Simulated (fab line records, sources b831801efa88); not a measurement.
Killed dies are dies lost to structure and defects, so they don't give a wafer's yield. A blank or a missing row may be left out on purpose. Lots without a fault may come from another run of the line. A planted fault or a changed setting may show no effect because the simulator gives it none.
A struck lot beside a sound one | flow sky130 | 34 steps out of a route of 708
Sound: wafers L667.4, L667.5, L667.6. Struck: wafers L655.1, L655.5, L655.6. The cause comes at the end.
At each step with rows: each side's tool, then ch and its chambers, then its first start. Under that, the readings that differ: sound wafers | struck wafers | difference of the means | sigmas: that difference in standard deviations of wafers without a fault.
alike: readings whose means differ by less than 2 such deviations, and words and numbers that are the same on both sides. not compared: withheld readings, readings that some wafer has no value for, bounds like >300 that may hide the same value, and numbers for which the record gives no deviation and whose values overlap.
The two part at a step that has a row with sigmas, a row that says differs or no value, or rows on one side only. Numbers that don't overlap but have no deviation are shown without sigmas and don't part them. A reading that every wafer of one side lacks parts them only if that side has two wafers or more.

first, 7 steps without rows for these wafers: SKY_SONOS_TUNNEL_DEVELOP_06 (develop time 60 s); SKY_SONOS_TUNNEL_IMPLANT_09; SKY_SONOS_TUNNEL_WET_ETCH_10 (etches SiO2 in dHF, target depth 14 nm, time 280 s); SKY_SONOS_TUNNEL_STRIP_11 (strips in SPM, time 600 s); SKY_SONOS_TUNNEL_CLEAN_13 (cleans in dHF, time 20 s); SKY_SONOS_ONO_OXIDATION_00 (stabilise 600 s, purge 300 s, target thk 2.6 nm); SKY_SONOS_ONO_CVD_02 (deposits Si3N4 from DCS/NH3, target thk 10.5 nm, time 180 s).
SKY_SONOS_ONO_CVD_04: deposits SiO2 from SiH4/N2O, target thk 5.7199 nm.
  sound on lpcvd-03 ch 0, day 19 12:38; struck on lpcvd-03 ch 0, day 15 01:52
  reading                                    | sound             | struck            | difference | sigmas
  model.SiO2_of_SONOS_ONO_CVD_04.thk_nm (nm) | 5.748 5.711 5.793 | 7.925 7.858 7.964 | +2.165     |
  alike: pressure_mtorr, zone_power_lower_pct
SKY_SONOS_ONO_THK_MEAS_05:
  sound on film_metro-04, day 19 14:32; struck on film_metro-01, day 15 03:07
  reading                   | sound          | struck         | difference | sigmas
  SONOS_ONO_CVD_04_THK (nm) | 5.74 5.72 5.80 | 7.92 7.84 7.99 | +2.16      | +18
then, 23 steps without rows for these wafers: SKY_SONOS_ONO_DEHYDRATE_06 (time 60 s); SKY_SONOS_ONO_HMDS_07 (prime time 60 s); SKY_SONOS_ONO_COAT_08 (resist thk 1140 nm); SKY_SONOS_ONO_SOFTBAKE_09 (time 60 s); SKY_SONOS_ONO_EXPOSE_10 (exposes mask ONOM, target cd 410 nm); SKY_SONOS_ONO_PEB_11; SKY_SONOS_ONO_DEVELOP_12 (develop time 60 s); SKY_SONOS_ONO_ETCH_15 (etches the open film in CHF3/O2, target depth 19.52 nm, time 7.8 s); SKY_SONOS_ONO_WET_ETCH_16 (etches SiO2 in dHF, target depth 14 nm, time 280 s); SKY_SONOS_ONO_STRIP_17 (strips in O2/N2); SKY_SONOS_ONO_WET_ETCH_18 (etches Si3N4 in H3PO4, target depth 15 nm, time 172 s); SKY_GATE_OXIDE_CLEAN_00 (cleans in SC1/SC2, time 150 s); SKY_GATE_OXIDE_OXIDATION_01 (stabilise 600 s, purge 300 s, target thk 10.268 nm); SKY_GATE_OXIDE_DEHYDRATE_03 (time 60 s); SKY_GATE_OXIDE_HMDS_04 (prime time 60 s); SKY_GATE_OXIDE_COAT_05 (resist thk 1140 nm); SKY_GATE_OXIDE_SOFTBAKE_06 (time 60 s); SKY_GATE_OXIDE_EXPOSE_07 (exposes mask LVOM, target cd 600 nm); SKY_GATE_OXIDE_PEB_08; SKY_GATE_OXIDE_DEVELOP_09 (develop time 60 s); SKY_GATE_OXIDE_IMPLANT_11; SKY_GATE_OXIDE_WET_ETCH_12 (etches SiO2 in dHF, target depth 16.8 nm, time 336 s); SKY_GATE_OXIDE_STRIP_13 (strips in O2/N2).
-- the record jumps here: 2 days lie between the struck wafers' starts before and after --
SKY_GATE_OXIDE_CLEAN_15: cleans in SC1/SC2, time 150 s.
  sound on wet_bench-01 ch 0, day 22 05:43; struck on wet_bench-02 ch 3, day 17 12:31
  reading                                    | sound            | struck            | difference | sigmas
  model.SiO2_of_SONOS_ONO_CVD_04.thk_nm (nm) | 4.23 4.193 4.273 | 6.426 6.358 6.466 | +2.185     |
-- the record jumps here: 31 days lie between the struck wafers' starts before and after (it left off in module GATE_OXIDE and takes up again in module PAD_OPEN, whose first step shown is number 708 of the route) --
SKY_PAD_OPEN_PROBE_99:
  sound on prober-02, day 51 01:41; struck on prober-01, day 48 10:37
  alike: killed_at_M0_to_M3, killed_at_M4_up, killed_at_contacts, killed_at_front_end, killed_at_other, killed_dies, killed_open, killed_short

WHERE THEY PART
Only at SKY_SONOS_ONO_THK_MEAS_05, within this record. Later steps at which nothing parts them and some readings are alike: SKY_PAD_OPEN_PROBE_99.

WHY: what the simulator had put in
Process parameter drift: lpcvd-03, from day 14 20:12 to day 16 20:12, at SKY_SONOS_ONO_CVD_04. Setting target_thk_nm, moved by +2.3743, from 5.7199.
